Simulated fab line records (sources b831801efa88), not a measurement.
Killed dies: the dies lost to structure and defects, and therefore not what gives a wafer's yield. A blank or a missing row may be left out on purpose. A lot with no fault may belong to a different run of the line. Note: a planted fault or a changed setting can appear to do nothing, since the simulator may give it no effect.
Which of the tools did it? | flow sky130 | 11 lots, 33 wafers sampled, at 5 steps of a route of 708

== WHAT EACH GAUGE READ, for each wafer ==
SKY_METAL3_OVL_MEAS_14. Usual: METAL3_OVL typically reads 0 nm, with standard deviation 4.6.
lot  | measured     | on         | METAL3_OVL (nm) | flag
L202 | day 38 13:13 | overlay-01 | -3 -7 -7        |
L203 | day 39 06:16 | overlay-02 | -5 -6 -1        |
L208 | day 40 18:08 | overlay-01 | -11 -8 1        |
L209 | day 41 05:58 | overlay-02 | 2 7 0           |
L212 | day 42 00:13 | overlay-02 | -1 -1 -11       |
L213 | day 42 00:50 | overlay-02 | 12 6 10         |
L214 | day 42 11:15 | overlay-01 | 1 2 3           |
L215 | day 42 16:05 | overlay-01 | -2 1 2          |
L220 | day 44 03:09 | overlay-01 | -7 3 -2         |
L221 | day 44 05:18 | overlay-02 | -3 1 0          |
L225 | day 45 16:02 | overlay-02 | 1 -3 -6         |

SKY_VIA3_THK_MEAS_01. Usual: VIA3_HDPCVD_THK typically reads 1625 nm, with standard deviation 15.
lot  | measured     | on            | VIA3_HDPCVD_THK (nm) | flag
L202 | day 38 14:20 | film-metro-01 | 1620 1626 1621       |
L203 | day 39 07:26 | film-metro-02 | 1623 1628 1609       |
L208 | day 40 19:35 | film-metro-01 | 1623 1623 1618       |
L209 | day 41 07:05 | film-metro-01 | 1628 1622 1614       |
L212 | day 42 01:28 | film-metro-01 | 1624 1624 1617       |
L213 | day 42 02:25 | film-metro-01 | 1535 1550 1542       | OFF
L214 | day 42 12:25 | film-metro-01 | 1618 1634 1632       |
L215 | day 42 17:16 | film-metro-03 | 1545 1528 1534       | OFF
L220 | day 44 04:20 | film-metro-01 | 1628 1642 1637       |
L221 | day 44 06:26 | film-metro-02 | 1655 1648 1640       |
L225 | day 45 17:09 | film-metro-02 | 1625 1629 1622       |

== TOOL THAT RAN EACH LOT (tool first, then ch and the chambers of the sampled wafers, then the start) ==
lot  | SKY_CAPM_STRIP_14                    | SKY_METAL3_STRIP_19                  | SKY_VIA3_HDPCVD_00
L202 | plasma-asher-03 ch 0,1, day 37 10:38 | plasma-asher-01 ch 0,1, day 38 13:34 | hdpcvd-02 ch 0,1,2, day 38 14:10
L203 | plasma-asher-03 ch 0,1, day 38 04:44 | plasma-asher-04 ch 0,1, day 39 06:37 | hdpcvd-01 ch 0,1,2, day 39 07:15
L208 | plasma-asher-03 ch 0, day 39 16:40   | plasma-asher-01 ch 0,1, day 40 18:29 | hdpcvd-02 ch 0,1,2, day 40 19:25
L209 | plasma-asher-02 ch 0,1, day 40 05:44 | plasma-asher-04 ch 0,1, day 41 06:19 | hdpcvd-01 ch 1,2, day 41 06:55
L212 | plasma-asher-04 ch 0,1, day 40 23:10 | plasma-asher-04 ch 0,1, day 42 00:38 | hdpcvd-01 ch 1,2, day 42 01:16
L213 | plasma-asher-02 ch 0,1, day 40 23:33 | plasma-asher-01 ch 0,1, day 42 01:15 | hdpcvd-01 ch 0,1,2, day 42 02:14
L214 | plasma-asher-04 ch 0,1, day 41 10:50 | plasma-asher-04 ch 0,1, day 42 11:40 | hdpcvd-02 ch 0,1,2, day 42 12:15
L215 | plasma-asher-02 ch 0,1, day 41 16:03 | plasma-asher-02 ch 0,1, day 42 16:30 | hdpcvd-01 ch 0,1, day 42 17:05
L220 | plasma-asher-04 ch 0,1, day 43 03:20 | plasma-asher-04 ch 1, day 44 03:34   | hdpcvd-02 ch 0,2, day 44 04:10
L221 | plasma-asher-02 ch 0,1, day 43 05:59 | plasma-asher-04 ch 0,1, day 44 05:40 | hdpcvd-02 ch 0,2, day 44 06:16
L225 | plasma-asher-04 ch 0,1, day 44 17:53 | plasma-asher-04 ch 0,1, day 45 16:23 | hdpcvd-01 ch 1,2, day 45 16:59
- SKY_CAPM_STRIP_14: strips in O2/N2.
- SKY_METAL3_STRIP_19: strips in O2/N2.
- SKY_VIA3_HDPCVD_00: deposits SiO2, target thk 1635 nm, time 272.5 s.

== WHAT THE TOOLS THEMSELVES READ (means of the sampled wafers that have a number; where no wafer has one, the mark that the record gives instead) ==
SKY_CAPM_STRIP_14. Usual: drypump-motor-current-A 5.4 A, standard deviation 0.53; oes-product-au 0.710 a.u., standard deviation 0.0041; strip-time-to-endpoint-s 12.65 s, standard deviation 0.048.
lot  | tool            | drypump-motor-current-A (A) | oes-product-au (a.u.) | strip-time-to-endpoint-s (s) | flag
L202 | plasma-asher-03 | 5.4                         | 0.707                 | 12.67                        |
L203 | plasma-asher-03 | 5.4                         | 0.708                 | 12.63                        |
L208 | plasma-asher-03 | 4.9                         | 0.709                 | 12.64                        |
L209 | plasma-asher-02 | 5.3                         | 0.711                 | 12.65                        |
L212 | plasma-asher-04 | 5.3                         | 0.710                 | 12.63                        |
L213 | plasma-asher-02 | 5.6                         | 0.708                 | 12.61                        |
L214 | plasma-asher-04 | 5.7                         | 0.707                 | 12.65                        |
L215 | plasma-asher-02 | 5.3                         | 0.709                 | 12.69                        |
L220 | plasma-asher-04 | 5.7                         | 0.704                 | 12.79                        |
L221 | plasma-asher-02 | 5.3                         | 0.707                 | 12.63                        |
L225 | plasma-asher-04 | 5.3                         | 0.711                 | 12.67                        |

SKY_METAL3_STRIP_19. Usual: drypump-motor-current-A 5.5 A, standard deviation 0.48; oes-product-au 0.502 a.u., standard deviation 0.0051; strip-time-to-endpoint-s 6.52 s, standard deviation 0.052.
lot  | tool            | drypump-motor-current-A (A) | oes-product-au (a.u.) | strip-time-to-endpoint-s (s) | flag
L202 | plasma-asher-01 | 5.7                         | 0.499                 | 6.46                         |
L203 | plasma-asher-04 | 5.7                         | 0.506                 | 6.54                         |
L208 | plasma-asher-01 | 5.7                         | 0.501                 | 6.55                         |
L209 | plasma-asher-04 | 5.3                         | 0.502                 | 6.55                         |
L212 | plasma-asher-04 | 5.3                         | 0.503                 | 6.51                         |
L213 | plasma-asher-01 | 5.6                         | 0.505                 | 6.53                         |
L214 | plasma-asher-04 | 5.3                         | 0.501                 | 6.46                         |
L215 | plasma-asher-02 | 5.6                         | 0.503                 | 6.58                         |
L220 | plasma-asher-04 | 4.8                         | 0.505                 | 6.56                         |
L221 | plasma-asher-04 | 5.3                         | 0.504                 | 6.53                         |
L225 | plasma-asher-04 | 5.7                         | 0.503                 | 6.56                         |

SKY_VIA3_HDPCVD_00. Usual: run-length-s at 300.3 s, with a standard deviation of 0.56.
lot  | tool      | run-length-s (s) | flag
L202 | hdpcvd-02 | 300.1            |
L203 | hdpcvd-01 | 300.7            |
L208 | hdpcvd-02 | 299.8            |
L209 | hdpcvd-01 | 300.6            |
L212 | hdpcvd-01 | 300.9            |
L213 | hdpcvd-01 | 287.5            | OFF
L214 | hdpcvd-02 | 300.2            |
L215 | hdpcvd-01 | 287.8            | OFF
L220 | hdpcvd-02 | 299.9            |
L221 | hdpcvd-02 | 300.6            |
L225 | hdpcvd-01 | 301.0            |

== THE ANSWER, worked out from the rows above alone ==
Rule: a lot is off if the mean of its wafers that have a number lies more than 3 standard deviations from the usual mean. A lot without any number at a reading at which 4 lots or more have one is off too. Any other lot the step has rows for is counted as sound. The gauges are gone through in route order, then the tools' own readings, and for those a lot's mean is taken as printed above. The first step at which some lot is off is used, and at that step the reading that is off furthest; a lot without a number counts as furthest.
Off: L213, L215, seen at SKY_VIA3_THK_MEAS_01 (VIA3_HDPCVD_THK).
If a tool, at a process step before that reading, ran all the lots that are off and no sound lot after the first of them, it fits. The gauges at SKY_VIA3_THK_MEAS_01 aren't tried: what is off there is off at SKY_VIA3_HDPCVD_00 too, on other tools, and a gauge's error can't cause that. Of those tried, none fits.

== WHAT THE SIMULATOR HAD INSERTED ==
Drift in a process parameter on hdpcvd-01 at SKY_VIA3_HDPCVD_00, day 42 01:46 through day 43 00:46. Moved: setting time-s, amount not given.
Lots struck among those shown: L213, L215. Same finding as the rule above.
